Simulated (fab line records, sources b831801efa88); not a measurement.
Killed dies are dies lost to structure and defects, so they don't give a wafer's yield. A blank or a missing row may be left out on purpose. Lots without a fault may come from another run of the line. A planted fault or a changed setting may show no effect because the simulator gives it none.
fab line records | flow sky130
record lots=6 wafers=18 last_day=50
route steps=708 shown VIA4@648
lots that met no fault: from a run of the same line without faults
start_h: hours from the record's first day to the start of the lot's first wafer shown | wait_h: hours since the lot's step before | " the same as in the row above | L1.1+2: a row that stands for several wafers | - no value, or no start given | * or withheld: withheld | < > ~ a bound
route shown NAME@n: a module of which the file shows steps, and the number in the route of the first | usual: mean/standard deviation of fault-free wafers | same: alike in all rows | chamber/n: place in a boat | sites: the reading at each site | _std_site: their standard deviation | _edge_site: outer sites' mean less inner sites' | radius_mm: how far each site lies from the wafer's centre | mask NAME#n: copy n | behind: the tool/chamber that last shaped the wafer | hold: why the lot was held/for how many hours/how that ended | device: the transistor (n, p or np) that didn't switch | end of line: the same wafers' tests at the end of the route | a step without rows: its recipe alone | killed: dies lost to structure and defects at the first sort, not the wafer's yield | map: a wafer's dies, x killed, . not, _ none there
set.NAME: the setting as run; set.NAME@STEP: as run at that earlier step | model.NAME: the simulator's own value behind a step, which no gauge read
lots at some steps of the route; a table a step, a row a wafer
services: from which hour (start_h, from the record's first day; less than 0 if before it) a tool's chamber was out of use, for how many hours, and why
## steps
# step SKY_VIA4_PEB_09
# recipe temp_c=withheld time_s=* resist=NOVOLAK
# step SKY_VIA4_DEVELOP_10
# recipe resist=NOVOLAK developer=TMAH develop_time_s=60 dev_temp_c=23
# step SKY_VIA4_OVL_MEAS_11
# usual VIA4_OVL=0.1/1.1
# columns lot.wafer tool chamber start_h wait_h VIA4_OVL[nm]
L470.2 overlay-01 - 1051.28 0.1 -0.3
L470.3 " - " " 0.2
L470.6 " - " " 2.2
L472.4 overlay-01 - 1053.01 0.1 -1.2
L472.5 " - " " -1.5
L472.6 " - " " -0.5
L482.2 overlay-02 - 1127.97 0.1 0.9
L482.4 " - " " -0.7
L482.5 " - " " -0.7
L481.3 overlay-01 - 1127.99 0.1 0.1
L481.5 " - " " -0.1
L481.6 " - " " 0.7
L480.1 overlay-02 - 1128.28 0.1 0.6
L480.3 " - " " 0.2
L480.4 " - " " -1.4
L486.2 overlay-01 - 1133.50 0.1 0.2
L486.3 " - " " 1.3
L486.5 " - " " 0.3
# step SKY_VIA4_ETCH_12
# recipe target=SiO2 chemistry=C4F8/O2/Ar stop_on=TiN mask_material=NOVOLAK source_w=1500 bias_w=1200 pressure_mtorr=40 c4f8_flow_sccm=withheld O2_flow_sccm=6 Ar_flow_sccm=300 time_s=withheld target_depth_a=5800
# usual chamber_pressure_mTorr=40.00/0.036 oes_product_au=0.925/0.0045
# columns lot.wafer tool chamber start_h wait_h chamber_pressure_mTorr oes_product_au
L470.2 rie_diel-04 1 1051.31 0.0 39.95 0.923
L470.3 " 3 " " 40.00 0.929
L470.6 " 0 " " 40.03 0.922
L472.4 rie_diel-02 3 1053.03 0.0 40.02 0.926
L472.5 " 2 " " 40.04 0.930
L472.6 " 1 " " 40.02 0.919
L482.2 rie_diel-02 1 1128.00 0.0 40.03 0.923
L482.4 " 3 " " 40.04 0.928
L482.5 " 1 " " 39.98 0.928
L481.3 rie_diel-01 0 1128.01 0.0 40.10 0.928
L481.5 " 2 " " 40.05 0.925
L481.6 " 1 " " 39.99 0.925
L480.1 rie_diel-04 1 1128.31 0.0 40.03 0.920
L480.3 " 0 " " 40.02 0.922
L480.4 " 2 " " 39.98 0.922
L486.2 rie_diel-01 1 1133.53 0.0 40.02 0.929
L486.3 " 0 " " 40.04 0.914
L486.5 " 0 " " 39.98 0.927
# step SKY_VIA4_STRIP_13
# recipe chemistry=O2/N2 power_w=1400 pressure_mtorr=1500 platen_temp_c=withheld o2_flow_sccm=3000 n2_flow_sccm=300 overash_fraction=0.5
# usual chamber_pressure_mTorr=1499.9/1.3 drypump_motor_current_A=5.57/0.29 o2_flow_sccm=3001/8.6 oes_product_au=0.709/0.0043 strip_time_to_endpoint_s=12.807/0.025
# columns lot.wafer tool chamber start_h wait_h chamber_pressure_mTorr drypump_motor_current_A o2_flow_sccm oes_product_au rf_hours_counter_h strip_time_to_endpoint_s
L470.2 plasma_asher-03 1 1051.38 - 1500.3 5.45 3007 0.712 94 12.815
L470.3 " 1 " " 1499.5 5.44 2995 0.708 - 12.792
L470.6 " 1 " " 1498.3 5.45 2988 0.709 - 12.828
L472.4 plasma_asher-04 0 1053.14 - 1498.5 5.42 3005 0.716 - 12.769
L472.5 " 0 " " 1498.4 5.42 2993 0.711 - 12.784
L472.6 " 1 " " 1499.4 5.65 3002 0.704 - 12.780
L482.2 plasma_asher-04 0 1128.07 - 1500.2 5.46 3000 0.711 65 12.816
L482.4 " 1 " " 1499.8 5.70 2992 0.711 - 12.801
L482.5 " 0 " " 1499.4 5.45 3003 0.707 - 12.841
L481.3 plasma_asher-02 0 1128.12 - 1501.7 5.97 2995 0.707 - 12.807
L481.5 " 0 " " 1499.6 5.99 2987 0.704 - 12.792
L481.6 " 1 " " 1502.7 5.82 2987 0.716 - 12.767
L480.1 plasma_asher-03 1 1128.38 - 1498.4 5.45 2996 0.707 102 12.870
L480.3 " 1 " " 1500.8 5.45 3016 0.708 - 12.804
L480.4 " 0 " " 1499.3 5.19 2999 0.716 - 12.827
L486.2 plasma_asher-03 1 1133.60 - 1498.4 5.43 2999 0.705 103 12.811
L486.3 " 0 " " 1500.9 5.20 3011 0.708 - 12.810
L486.5 " 1 " " 1500.4 5.44 2993 0.707 - 12.808
# step SKY_VIA4_STRIP_14
# recipe chemistry=post_etch_residue_remover time_s=1200 temp_c=72.5
# step SKY_VIA4_CLEAN_15
# recipe chemistry=IPA time_s=180 temp_c=25
# step SKY_VIA4_CLEAN_16
# recipe chemistry=O3/DIW dry=n2_spin
# step SKY_VIA4_SPUTTER_17
# recipe material=TiN target_thk_nm=20 chamber_pressure_pa=5 power_w=4000 time_s=80
# usual throttle_valve_pct=30.7/1.2
# columns lot.wafer tool chamber start_h wait_h throttle_valve_pct
L470.2 pvd_sputter-02 - 1052.04 0.0 29.6
L470.3 " - " " 30.8
L470.6 " - " " 31.4
L472.4 pvd_sputter-04 - 1053.76 0.0 30.9
L472.5 " - " " 31.0
L472.6 " - " " 30.7
L481.3 pvd_sputter-02 - 1128.72 0.0 29.5
L481.5 " - " " 30.6
L481.6 " - " " 31.3
L482.2 pvd_sputter-04 - 1128.72 0.0 30.7
L482.4 " - " " 31.4
L482.5 " - " " 33.8
L480.1 pvd_sputter-02 - 1128.98 0.0 31.4
L480.3 " - " " 31.5
L480.4 " - " " 31.1
L486.2 pvd_sputter-01 - 1134.20 0.0 29.1
L486.3 " - " " 31.2
L486.5 " - " " 29.2
# step SKY_VIA4_CVD_18
# recipe material=W target_thk_nm=505 time_s=152.14 temp_c=400 pressure_torr=41
# usual heater_power_w=842/51
# columns lot.wafer tool chamber start_h wait_h heater_power_w
L470.2 cvd_w-01 1 1052.10 0.0 775
L470.3 " 0 " " 855
L470.6 " 1 " " 750
L472.4 cvd_w-02 1 1053.87 0.1 855
L472.5 " 0 " " 875
L472.6 " 1 " " 861
L482.2 cvd_w-01 1 1128.78 0.0 762
L482.4 " 1 " " 756
L482.5 " 1 " " 766
L481.3 cvd_w-02 1 1128.83 0.1 861
L481.5 " 0 " " 893
L481.6 " 1 " " 861
L480.1 cvd_w-01 1 1129.04 0.0 753
L480.3 " 1 " " 774
L480.4 " 0 " " 881
L486.2 cvd_w-01 0 1134.26 0.0 868
L486.3 " 0 " " 864
L486.5 " 1 " " 780
# step SKY_VIA4_RS_MEAS_19
# recipe thk_meas_gauge=four-point-probe reads=W_of_VIA4_CVD_18+TiN_of_VIA4_SPUTTER_17
# usual VIA4_W_RS=0.2256/0.0019
# columns lot.wafer tool chamber start_h wait_h VIA4_W_RS[ohm/sq]
L470.2 film_metro-02 - 1052.27 0.1 0.2247
L470.3 " - " " 0.2248
L470.6 " - " " 0.2215
L472.4 film_metro-04 - 1054.03 0.1 0.2266
L472.5 " - " " 0.2265
L472.6 " - " " 0.2299
L482.2 film_metro-02 - 1128.95 0.1 0.2228
L482.4 " - " " 0.2235
L482.5 " - " " 0.2207
L481.3 film_metro-01 - 1128.97 0.1 0.2254
L481.5 " - " " 0.2256
L481.6 " - " " 0.2221
L480.1 film_metro-02 - 1129.19 0.1 0.2262
L480.3 " - " " 0.2253
L480.4 " - " " 0.2265
L486.2 film_metro-04 - 1134.43 0.1 0.2239
L486.3 " - " " 0.2260
L486.5 " - " " 0.2272
# step SKY_VIA4_THK_MEAS_20
# recipe thk_meas_gauge=xrf reads=W_of_VIA4_CVD_18
# usual VIA4_W_THK=514/5.8
# columns lot.wafer tool chamber start_h wait_h VIA4_W_THK[nm]
L470.2 film_metro-02 - 1052.38 0.1 511
L470.3 " - " " 512
L470.6 " - " " 519
L472.4 film_metro-04 - 1054.12 0.1 518
L472.5 " - " " 519
L472.6 " - " " 508
L482.2 film_metro-02 - 1129.06 0.1 519
L482.4 " - " " 515
L482.5 " - " " 526
L481.3 film_metro-01 - 1129.07 0.1 517
L481.5 " - " " 516
L481.6 " - " " 521
L480.1 film_metro-02 - 1129.31 0.1 516
L480.3 " - " " 511
L480.4 " - " " 510
L486.2 film_metro-04 - 1134.54 0.1 520
L486.3 " - " " 516
L486.5 " - " " 510
# step SKY_VIA4_CMP_21
# recipe stop_on=SiO2 t_overpolish_s=25 down_force_psi=3.5 platen_rpm=60 target_thk_nm=0 pad_velocity_m_s=0.94248
# usual edge_zone_pressure_frac=1.001/0.0046 head_pressure_psi=3.499/0.0074 motor_current_A=11.5/1.2 overpolish_run_s=25.000/0.0089 retaining_ring_pressure_frac=1.000/0.0052 time_to_endpoint_s=124/4.2
# columns lot.wafer tool chamber start_h wait_h edge_zone_pressure_frac head_pressure_psi motor_current_A overpolish_run_s retaining_ring_pressure_frac time_to_endpoint_s model.W_of_VIA4_CVD_18.thk_nm model.SiO2_of_VIA4_HDPCVD_00.thk_nm
L470.2 cmp-02 1 1052.43 0.0 1.001 3.506 11.2 25.004 1.005 126 0 574.7
L470.3 " 3 " " 1.002 3.510 13.4 25.006 0.999 126 0 575.3
L470.6 " 2 " " 1.011 3.507 10.5 25.011 0.994 133 0 573.4
L472.4 cmp-01 2 1054.30 0.2 1.002 3.498 10.3 24.994 1.009 117 0 575.6
L472.6 " 3 " " 0.999 3.499 11.0 25.007 1.000 119 0 574.5
L472.5 " 0 " " 0.996 3.497 12.2 25.001 1.004 120 0 575.2
L482.2 cmp-02 3 1129.51 0.4 - - - - - - 512.3 580.2
L482.4 " 0 " " - - - - - - 510.6 579.8
L482.5 " 3 " " - - - - - - 519.1 580.3
L481.3 cmp-01 0 1129.72 0.6 - - - - - - 508.3 579.1
L481.5 " 3 " " - - - - - - 508 579
L481.6 " 0 " " - - - - - - 516 579.7
L480.4 cmp-02 0 1129.81 0.5 1.002 3.493 10.6 24.997 1.002 122 0 574.6
L480.1 " 1 " " 0.994 3.483 12.0 24.992 1.015 116 0 573.4
L480.3 " 2 " " 1.003 3.507 10.3 25.009 1.010 124 0 573.1
L486.3 cmp-01 3 1134.69 0.1 0.992 3.511 10.8 24.993 0.999 123 0 574.3
L486.2 " 0 " " 1.013 3.495 13.0 24.997 0.996 130 0 575.7
L486.5 " 1 " " 1.007 3.498 11.0 25.008 0.998 126 0 573.4
## services
# columns tool chamber start_h hours kind
rie_diel-04 - 1037.52 0.7 repair
cmp-01 - 1039.67 0.7 repair
rie_diel-01 0 1042.22 3.5 repair
rie_diel-01 - 1044.35 29.9 repair
rie_diel-01 3 1054.24 16.8 repair
rie_diel-04 1 1056.32 9.9 repair
cmp-02 - 1061.47 2.2 repair
rie_diel-01 1 1070.80 8.2 repair
cmp-02 - 1084.18 4.0 pm
cmp-02 - 1088.18 - consumable_replace:conditioner
cmp-02 - 1088.18 - consumable_replace:pad
plasma_asher-03 - 1090.25 0.9 repair
rie_diel-04 - 1094.84 5.3 repair
cvd_w-01 1 1095.60 3.5 repair
cmp-01 - 1101.58 1.4 repair
rie_diel-02 3 1108.74 1.2 repair
pvd_sputter-01 - 1114.00 3.4 repair
plasma_asher-03 - 1116.47 1.1 repair
cmp-01 - 1129.15 0.5 repair
cvd_w-02 - 1130.23 1.8 repair
pvd_sputter-02 3 1132.61 - consumable_replace:kit
pvd_sputter-02 3 1132.61 18.0 scheduled_down
pvd_sputter-02 3 1132.61 18.0 vent_cycle
plasma_asher-03 - 1134.34 1.0 repair
## key
first_sign step=SKY_VIA4_CMP_21 reading=tool_record direction=missing
effect none on later readings
model_effect step=SKY_VIA4_CMP_21 value=W_of_VIA4_CVD_18.thk_nm without=0 struck=512.4
met_at SKY_VIA4_CMP_21
struck_wafers L481.3,L481.5,L481.6,L482.2,L482.4,L482.5
later_rows_left_out L481.3,L481.5,L481.6,L482.2,L482.4,L482.5
sort_left_out L481.3,L481.5,L481.6,L482.2,L482.4,L482.5
onset_between 1054.30 1129.51
fault kind=skipped_step_whole tool=cmp-01,cmp-02 chamber=- onset_h=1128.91 steps=SKY_VIA4_CMP_21 scope=struck_lots_only
# sort_left_out: the simulated sort isn't trusted on such a fault, so these wafers' sort isn't shown, and their yield isn't known
# later_rows_left_out: the simulator's readings of these wafers behind a module that went badly wrong aren't trusted and aren't shown, but for the sort
